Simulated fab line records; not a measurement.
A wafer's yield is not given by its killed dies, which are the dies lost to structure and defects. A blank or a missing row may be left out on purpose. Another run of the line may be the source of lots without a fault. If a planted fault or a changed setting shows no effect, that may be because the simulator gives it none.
A lot that was struck, set against a sound lot || flow sky130 || 14 out of 708 route steps
Sound: wafers L878.1, L878.2, L878.5. The struck wafers were L866.1, L866.2, L866.6. The cause is named last.
Order at every step that has rows: each side's tool, ch and its chambers, its first start. Under that, the readings that differ: sound wafers || struck wafers || difference of the means || sigmas: that difference in standard deviations of wafers without a fault.
alike: words and numbers the same on both sides, and readings whose means are apart by under 2 such deviations; not compared: readings that were withheld, readings missing a value for some wafer, numbers with overlapping values and no deviation given by the record, and bounds like >300 which may hide the same value.
Wherever a step has rows on one side only, a row that says differs or no value, or a row with sigmas, the two part there. Numbers that don't overlap but have no deviation are shown without sigmas and don't part them. Lack of a reading on every wafer of one side parts them only where that side has two or more wafers.

SKY_METAL2_SPUTTER_02: material AlCu, target thk 250 nm, time 13.3 s.
  sound: pvd-sputter-04 at day 39 09:01; struck: pvd-sputter-03 at day 36 09:43
  alike: chamber-pressure-pa, throttle-valve-pct
SKY_METAL2_SPUTTER_03: material Ti, target thk 5 nm, time 3.3 s.
  sound: pvd-sputter-04 at day 39 09:02; struck: pvd-sputter-03 at day 36 09:44
  alike: chamber-pressure-pa, throttle-valve-pct
SKY_METAL2_SPUTTER_04: material TiN, target thk 70 nm, time 58.3 s.
  sound: pvd-sputter-04 at day 39 09:03; struck: pvd-sputter-03 at day 36 09:46
  alike: chamber-pressure-pa, throttle-valve-pct
SKY_METAL2_RS_MEAS_05: the measuring method here is four-point-probe.
  sound: film-metro-04 at day 39 09:06; struck: film-metro-03 at day 36 09:49
  alike: METAL2_ALCU_RS
SKY_METAL2_THK_MEAS_06: measures by xrf.
  sound: film-metro-04 at day 39 09:13; struck: film-metro-03 at day 36 09:56
  alike: METAL2_ALCU_THK
then, 7 steps without rows for these wafers: SKY_METAL2_DEHYDRATE_07 (time 60 s); SKY_METAL2_HMDS_08 (prime time 60 s); SKY_METAL2_COAT_09 (resist thk 60 nm); SKY_METAL2_COAT_10 (resist thk 450 nm); SKY_METAL2_SOFTBAKE_11 (time 90 s); SKY_METAL2_EXPOSE_12 (exposes mask MM2, target cd 140 nm); SKY_METAL2_PEB_13.
SKY_METAL2_DEVELOP_14: develop time 60 s.
  struck on litho-track-02, day 37 11:00; sound on litho-track-01 ch 0, day 40 09:00
  no value came back on the struck wafers for chill-plate-temp-C (C), develop-time-s (s); on the sound wafers chill-plate-temp-C (C) reads 22.93 22.96 23.03
{"reading": "model.KrF-thick_of_METAL2_COAT_10.thk-nm (nm)", "sound": "432.4 433.1 433.1", "struck": "448.8 448.4 448.5", "difference": "+15.7", "sigmas": ""}
SKY_METAL2_CD_MEAS_15 targets a cd of 140 nm.
  sound: cd-sem-02 at day 40 09:44; struck: cd-sem-02 at day 37 12:07
{"reading": "cd-nm (nm)", "sound": "141.6 142.9 142.2", "struck": "- - -", "difference": "no value on the struck wafers", "sigmas": ""}

WHERE THEY PART
Earliest at SKY_METAL2_DEVELOP_14; latest, in this record, at SKY_METAL2_CD_MEAS_15.

WHY: the cause the simulator had injected
Entire step skipped (litho-track-02, SKY_METAL2_DEVELOP_14), from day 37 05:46 onward. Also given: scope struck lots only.
